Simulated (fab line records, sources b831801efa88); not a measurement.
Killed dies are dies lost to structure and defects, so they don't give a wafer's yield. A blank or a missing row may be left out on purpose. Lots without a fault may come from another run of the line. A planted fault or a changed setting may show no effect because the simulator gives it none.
Which tool did it? | flow sky130 | 24 lots, 72 wafers sampled, at 6 steps of a route of 708

WHAT THE GAUGES READ, wafer by wafer
SKY_LI_CONTACT_OVL_MEAS_13. Usual: LI_CONTACT_OVL -2 nm, standard deviation 6.6.
lot  | measured     | on         | LI_CONTACT_OVL (nm) | flag
L074 | day 28 20:47 | overlay-02 | 8 10 6              |
L075 | day 29 11:17 | overlay-02 | 1 5 3               |
L076 | day 29 22:50 | overlay-01 | 3 -1 -6             |
L077 | day 30 03:33 | overlay-01 | -11 -12 -16         |
L078 | day 30 17:35 | overlay-01 | -7 -10 -4           |
L080 | day 30 23:10 | overlay-02 | 5 -5 -4             |
L079 | day 31 01:24 | overlay-01 | -2 -3 -5            |
L081 | day 31 11:31 | overlay-01 | -1 3 -8             |
L082 | day 32 01:24 | overlay-02 | -6 -6 -10           |
L083 | day 32 11:30 | overlay-01 | 3 5 6               |
L084 | day 32 18:31 | overlay-01 | -8 -1 -4            |
L085 | day 33 03:35 | overlay-01 | 0 -5 -11            |
L086 | day 33 05:20 | overlay-01 | 20 0 6              |
L088 | day 33 19:48 | overlay-02 | 3 3 -7              |
L089 | day 34 05:14 | overlay-01 | -17 -7 -10          |
L090 | day 34 07:42 | overlay-01 | 1 4 2               |
L087 | day 34 11:24 | overlay-01 | 1 4 -4              |
L091 | day 34 15:03 | overlay-01 | -6 0 -7             |
L092 | day 34 19:13 | overlay-02 | 0 5 -6              |
L093 | day 35 08:02 | overlay-01 | -11 -8 -5           |
L094 | day 35 16:39 | overlay-02 | 0 -9 -8             |
L095 | day 35 18:25 | overlay-01 | -11 -1 1            |
L096 | day 36 04:48 | overlay-01 | 2 -1 0              |
L097 | day 36 10:33 | overlay-02 | -12 -10 -2          |

SKY_VIA1_OVL_MEAS_13. Usual: VIA1_OVL -1 nm, standard deviation 5.8.
lot  | measured     | on         | VIA1_OVL (nm) | flag
L074 | day 33 16:32 | overlay-02 | 4 4 2         |
L075 | day 34 07:24 | overlay-01 | 2 -3 1        |
L076 | day 34 18:20 | overlay-01 | -11 -18 -15   |
L077 | day 34 23:48 | overlay-02 | 5 3 4         |
L078 | day 35 12:23 | overlay-01 | 3 2 -4        |
L080 | day 35 17:24 | overlay-02 | -5 -12 -6     |
L079 | day 35 20:49 | overlay-02 | 11 1 7        |
L081 | day 36 05:42 | overlay-02 | 5 5 6         |
L082 | day 36 18:11 | overlay-02 | 0 -6 -1       |
L083 | day 37 02:36 | overlay-01 | -9 1 2        |
L084 | day 37 11:46 | overlay-01 | -4 9 7        |
L085 | day 37 18:53 | overlay-01 | -9 -1 -5      |
L086 | day 37 21:09 | overlay-02 | 3 -6 3        |
L088 | day 38 10:21 | overlay-01 | -1 4 -2       |
L089 | day 38 19:00 | overlay-01 | 5 -2 2        |
L090 | day 38 20:30 | overlay-01 | -1 -5 -6      |
L087 | day 39 02:15 | overlay-01 | 4 -3 2        |
L091 | day 39 04:24 | overlay-02 | -4 -11 -5     |
L092 | day 39 08:34 | overlay-01 | 6 3 -2        |
L093 | day 39 19:29 | overlay-02 | -1 -2 -2      |
L094 | day 40 05:37 | overlay-01 | -5 0 0        |
L095 | day 40 07:43 | overlay-02 | 3 -5 -12      |
L096 | day 40 15:43 | overlay-01 | -7 -5 -5      |
L097 | day 40 20:37 | overlay-02 | -5 -3 -5      |

SKY_METAL2_CD_MEAS_15: target cd 140 nm. Usual: cd_nm 140.0 nm, standard deviation 1.7.
lot  | measured     | on        | cd_nm (nm)        | flag
L074 | day 34 20:44 | cd_sem-01 | 141.0 139.5 140.4 |
L075 | day 35 10:56 | cd_sem-01 | 142.7 143.0 143.9 |
L076 | day 35 22:25 | cd_sem-02 | 139.3 140.1 139.0 |
L077 | day 36 02:50 | cd_sem-01 | 137.6 136.5 137.9 |
L078 | day 36 15:58 | cd_sem-01 | 137.9 135.6 137.6 |
L080 | day 36 21:31 | cd_sem-01 | 139.5 139.8 140.0 |
L079 | day 36 23:40 | cd_sem-02 | 142.3 140.9 141.7 |
L081 | day 37 09:55 | cd_sem-02 | 139.1 138.8 139.6 |
L082 | day 37 20:50 | cd_sem-01 | 140.1 140.9 140.5 |
L083 | day 38 06:30 | cd_sem-01 | 138.7 138.4 138.2 |
L084 | day 38 14:35 | cd_sem-02 | 137.5 138.4 139.9 |
L085 | day 38 21:14 | cd_sem-01 | 139.2 138.4 139.0 |
L086 | day 39 00:11 | cd_sem-02 | 139.1 139.7 139.7 |
L088 | day 39 13:28 | cd_sem-01 | 138.2 138.4 137.1 |
L089 | day 39 22:11 | cd_sem-01 | 139.0 136.9 138.7 |
L090 | day 39 22:56 | cd_sem-02 | 139.9 140.4 140.2 |
L087 | day 40 04:26 | cd_sem-01 | 140.2 139.4 141.2 |
L091 | day 40 06:53 | cd_sem-01 | 140.7 141.3 140.8 |
L092 | day 40 11:08 | cd_sem-02 | 138.0 139.9 138.4 |
L093 | day 40 21:07 | cd_sem-01 | 141.3 141.8 140.3 |
L094 | day 41 08:26 | cd_sem-01 | 142.4 142.0 141.8 |
L095 | day 41 08:50 | cd_sem-02 | 141.6 142.6 142.9 |
L096 | day 41 16:44 | cd_sem-02 | 139.7 139.2 140.0 |
L097 | day 41 21:27 | cd_sem-01 | 142.0 142.7 142.2 |

SKY_VIA2_BOW_MEAS_03. Usual: VIA2_BOW 86 um, standard deviation 6.5.
lot  | measured     | on            | VIA2_BOW (um) | flag
L074 | day 34 22:09 | film_metro-03 | 94 84 99      |
L075 | day 35 12:22 | film_metro-03 | 72 97 90      |
L076 | day 35 23:50 | film_metro-03 | 89 89 83      |
L077 | day 36 04:27 | film_metro-03 | 90 97 91      |
L078 | day 36 17:52 | film_metro-01 | 76 84 85      |
L080 | day 36 22:59 | film_metro-01 | 93 83 88      |
L079 | day 37 01:07 | film_metro-03 | 83 89 86      |
L081 | day 37 11:20 | film_metro-01 | 87 85 92      |
L082 | day 37 22:37 | film_metro-02 | 86 93 81      |
L083 | day 38 08:06 | film_metro-01 | 86 87 93      |
L084 | day 38 16:04 | film_metro-02 | 81 68 79      |
L085 | day 38 22:41 | film_metro-02 | 88 90 75      |
L086 | day 39 01:42 | film_metro-02 | 94 83 87      |
L088 | day 39 14:54 | film_metro-02 | 78 96 91      |
L089 | day 39 23:38 | film_metro-03 | 78 91 85      |
L090 | day 40 00:22 | film_metro-01 | 93 87 87      |
L087 | day 40 05:54 | film_metro-01 | 84 93 87      |
L091 | day 40 08:21 | film_metro-03 | 87 90 90      |
L092 | day 40 12:35 | film_metro-02 | 78 90 94      |
L093 | day 40 22:32 | film_metro-01 | 85 86 87      |
L094 | day 41 09:52 | film_metro-01 | 94 78 95      |
L095 | day 41 10:16 | film_metro-03 | 93 97 86      |
L096 | day 41 18:11 | film_metro-02 | 99 84 83      |
L097 | day 41 22:52 | film_metro-01 | 96 79 85      |

SKY_VIA4_OVL_MEAS_11. Usual: VIA4_OVL -0.1 nm, standard deviation 1.6.
lot  | measured     | on         | VIA4_OVL (nm)  | flag
L074 | day 42 12:07 | overlay-01 | -2.9 -1.4 -0.7 |
L075 | day 43 00:32 | overlay-02 | 3.0 4.2 2.8    |
L076 | day 43 12:25 | overlay-01 | -1.8 -1.1 -1.3 |
L077 | day 43 13:44 | overlay-01 | 0.6 0.3 -1.3   |
L078 | day 44 02:56 | overlay-02 | 0.6 1.1 -0.6   |
L080 | day 44 06:53 | overlay-02 | 0.7 -1.8 -1.1  |
L079 | day 44 11:08 | overlay-01 | -0.9 0.3 0.8   |
L081 | day 44 17:26 | overlay-01 | -0.4 0.9 -0.6  |
L082 | day 45 02:47 | overlay-01 | -0.4 0.6 -1.2  |
L083 | day 45 12:11 | overlay-01 | -1.8 -1.4 -2.8 |
L084 | day 45 19:29 | overlay-01 | -2.9 -3.6 -3.4 |
L085 | day 46 00:23 | overlay-01 | 0.6 1.6 1.7    |
L086 | day 46 01:10 | overlay-01 | -0.5 -1.3 1.1  |
L088 | day 46 12:40 | overlay-02 | 1.4 1.1 3.2    |
L089 | day 46 21:20 | overlay-01 | 1.2 0.2 0.4    |
L090 | day 46 21:32 | overlay-02 | 0.7 2.7 1.9    |
L087 | day 47 02:23 | overlay-01 | -0.4 0.0 0.7   |
L091 | day 47 05:14 | overlay-02 | -0.5 0.4 -0.2  |
L092 | day 47 07:51 | overlay-02 | -2.9 -1.2 -1.8 |
L093 | day 47 16:07 | overlay-01 | 0.6 -0.5 -1.0  |
L094 | day 48 01:02 | overlay-02 | 3.0 -0.9 0.1   |
L095 | day 48 01:14 | overlay-02 | -0.5 -0.3 0.0  |
L096 | day 48 06:56 | overlay-01 | -0.9 -1.9 -0.7 |
L097 | day 48 10:44 | overlay-01 | -1.7 -1.3 -2.5 |

SKY_VIA4_THK_MEAS_20: measures by xrf. Usual: VIA4_W_THK 505 nm, standard deviation 10.
lot  | measured     | on            | VIA4_W_THK (nm) | flag
L074 | day 42 13:11 | film_metro-01 | 495 522 484     |
L075 | day 43 01:37 | film_metro-03 | 508 504 506     |
L076 | day 43 13:28 | film_metro-01 | 493 496 492     |
L077 | day 43 14:46 | film_metro-01 | 517 492 495     |
L078 | day 44 03:58 | film_metro-01 | 526 527 503     |
L080 | day 44 07:56 | film_metro-02 | 503 502 506     |
L079 | day 44 12:11 | film_metro-01 | 525 507 521     |
L081 | day 44 18:29 | film_metro-03 | 500 497 502     |
L082 | day 45 03:52 | film_metro-03 | 497 527 496     |
L083 | day 45 13:13 | film_metro-01 | 517 519 495     |
L084 | day 45 20:34 | film_metro-03 | 501 501 498     |
L085 | day 46 01:27 | film_metro-01 | 517 524 493     |
L086 | day 46 02:49 | film_metro-03 | 505 505 500     |
L088 | day 46 14:08 | film_metro-01 | 498 499 499     |
L089 | day 46 22:22 | film_metro-02 | 503 502 502     |
L090 | day 46 23:00 | film_metro-03 | 503 518 511     |
L087 | day 47 03:25 | film_metro-01 | 499 502 504     |
L091 | day 47 06:16 | film_metro-02 | 505 516 500     |
L092 | day 47 08:53 | film_metro-02 | 518 502 523     |
L093 | day 47 17:10 | film_metro-02 | 515 529 507     |
L094 | day 48 02:13 | film_metro-01 | 514 507 495     |
L095 | day 48 02:26 | film_metro-03 | 497 495 501     |
L096 | day 48 07:59 | film_metro-01 | 501 504 508     |
L097 | day 48 11:48 | film_metro-03 | 496 498 493     |

WHICH TOOL RAN EACH LOT (tool, then ch and the chambers of the sampled wafers, then the start)
The record holds no process step before these readings.

WHAT THE TOOLS THEMSELVES READ (means of the sampled wafers that have a number; where no wafer has one, the mark that the record gives instead)
The record holds no such reading with a usual standard deviation.

THE ANSWER, worked out from the rows above alone
Rule: a lot is off if the mean of its wafers that have a number lies more than 3 standard deviations from the usual mean. A lot without any number at a reading at which 4 lots or more have one is off too. The other lots that the step has rows for count as sound. The gauges are gone through in route order, then the tools' own readings, and for those a lot's mean is taken as printed above. The first step at which some lot is off is used, and at that step the reading that is off furthest; a lot without a number counts as furthest.
No lot is off at any reading shown: from this, nothing can be told.

WHAT THE SIMULATOR HAD PUT IN
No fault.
